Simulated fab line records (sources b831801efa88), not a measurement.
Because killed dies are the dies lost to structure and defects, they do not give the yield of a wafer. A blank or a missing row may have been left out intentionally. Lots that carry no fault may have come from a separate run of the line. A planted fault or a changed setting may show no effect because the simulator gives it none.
Check of tool commonality | flow sky130 | Sampled: 14 lots, 42 wafers

## WHY IT WAS OPENED
At SKY_NWELL_TW_MEAS_26 the reading NWELL_2_TW is flagged on 2 of 14 lots. Wafers without a fault read 499, standard deviation 5.4.
Rule: flag the lot when none of its wafers has a number, or when each of its wafers that has one lies beyond 4 standard deviations from that mean. The other lots count as sound.

lot  | measured     | on            | NWELL_2_TW, wafer by wafer | flag
L211 | day 5 12:53  | film metro-01 | 498 497 495                |
L212 | day 5 22:18  | film metro-04 | 494 496 496                |
L213 | day 6 04:14  | film metro-04 | 493 493 492                |
L215 | day 6 10:35  | film metro-04 | 490 493 494                |
L216 | day 6 18:56  | film metro-04 | 492 494 495                |
L217 | day 7 03:23  | film metro-04 | 495 494 496                |
L218 | day 7 10:05  | film metro-03 | 501 503 506                |
L219 | day 7 12:20  | film metro-04 | 495 495 496                |
L220 | day 7 20:31  | film metro-03 | 765 769 758                | FLAGGED
L224 | day 8 19:10  | film metro-04 | 493 493 491                |
L227 | day 9 17:25  | film metro-03 | 769 769 771                | FLAGGED
L229 | day 10 04:25 | film metro-03 | 503 507 506                |
L230 | day 10 09:08 | film metro-01 | 497 494 493                |
L231 | day 10 11:47 | film metro-03 | 505 505 508                |
The mean of the flagged lots' numbers is 767, +268 from the usual (+50 standard deviations).

## LOT BY LOT: THE TOOL USED
2 process steps preceding the reading are held in the record, out of 708 steps in the route. Cell contents, in order: the tool; ch with the chambers the sampled wafers went through; the start.
lot  | flag    | SKY_NWELL_COAT_05                | SKY_NWELL_STRIP_14
L211 |         | litho track-04 ch 0, day 4 09:13 | plasma asher-04 ch 0,1, day 4 18:37
L212 |         | litho track-01 ch 0, day 4 18:14 | plasma asher-04 ch 0,1, day 5 03:17
L213 |         | litho track-03 ch 0, day 4 23:31 | plasma asher-01 ch 0,1, day 5 09:07
L215 |         | litho track-03 ch 0, day 5 06:43 | plasma asher-01 ch 0,1, day 5 16:19
L216 |         | litho track-01 ch 0, day 5 14:35 | plasma asher-01 ch 0,1, day 6 00:23
L217 |         | litho track-04 ch 0, day 5 22:47 | plasma asher-01 ch 0,1, day 6 08:28
L218 |         | litho track-01 ch 0, day 6 04:11 | plasma asher-01 ch 0,1, day 6 13:59
L219 |         | litho track-01 ch 0, day 6 06:35 | plasma asher-01 ch 0,1, day 6 16:50
L220 | FLAGGED | litho track-01 ch 0, day 6 13:47 | plasma asher-04 ch 0,1, day 7 00:04
L224 |         | litho track-04 ch 0, day 7 11:30 | plasma asher-03 ch 0,1, day 7 21:53
L227 | FLAGGED | litho track-01 ch 0, day 8 09:52 | plasma asher-03 ch 0,1, day 8 20:41
L229 |         | litho track-04 ch 0, day 8 17:48 | plasma asher-03 ch 0,1, day 9 05:46
L230 |         | litho track-04 ch 0, day 8 23:51 | plasma asher-03 ch 0,1, day 9 10:38
L231 |         | litho track-04 ch 0, day 9 02:23 | plasma asher-03 ch 0,1, day 9 13:38
What is done by these steps:
- SKY_NWELL_COAT_05: resist thk 3000 nm.
- SKY_NWELL_STRIP_14: strips in O2/N2.
- SKY_NWELL_TW_MEAS_26

## FLAGGED OVER TOTAL, TOOL BY TOOL (the gauges that took the reading come last)
step                 | tool            | lots run | flagged | share of the flagged lots | sound lots run after its first flagged lot
SKY_NWELL_COAT_05    | litho track-01  | 6        | 2       | all                       | 0
SKY_NWELL_COAT_05    | litho track-03  | 2        | 0       | none                      | -
SKY_NWELL_COAT_05    | litho track-04  | 6        | 0       | none                      | -
SKY_NWELL_STRIP_14   | plasma asher-01 | 6        | 0       | none                      | -
SKY_NWELL_STRIP_14   | plasma asher-03 | 5        | 1       | some                      | 3 (L229,L230,L231)
SKY_NWELL_STRIP_14   | plasma asher-04 | 3        | 1       | some                      | 0
SKY_NWELL_TW_MEAS_26 | film metro-01   | 2        | 0       | none                      | -
SKY_NWELL_TW_MEAS_26 | film metro-03   | 5        | 2       | all                       | 2 (L229,L231)
SKY_NWELL_TW_MEAS_26 | film metro-04   | 7        | 0       | none                      | -

## WHAT IS ALLOWED BY THE TABLE
In 2 table rows, all flagged lots were run: litho track-01 (SKY_NWELL_COAT_05), film metro-03 (SKY_NWELL_TW_MEAS_26).
- litho track-01 at SKY_NWELL_COAT_05 ran 6 lots, 2 of them flagged. Last sound lot L219 at day 6 06:35, first flagged lot L220 at day 6 13:47; a fault beginning in between fits.
- film metro-03 at SKY_NWELL_TW_MEAS_26 ran 5 lots, 2 of them flagged. After the first flagged lot (L229, L231), sound lots still ran on it; a lasting fault on the whole tool would not permit that.
litho track-01 at SKY_NWELL_COAT_05 is the single tool remaining.

## WHAT THE SIMULATOR HAD PUT IN
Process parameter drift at SKY_NWELL_COAT_05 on litho track-01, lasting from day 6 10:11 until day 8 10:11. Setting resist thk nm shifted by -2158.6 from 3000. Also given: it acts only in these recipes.
Lots struck among those shown: L220, L227. The same result came from the rule above.
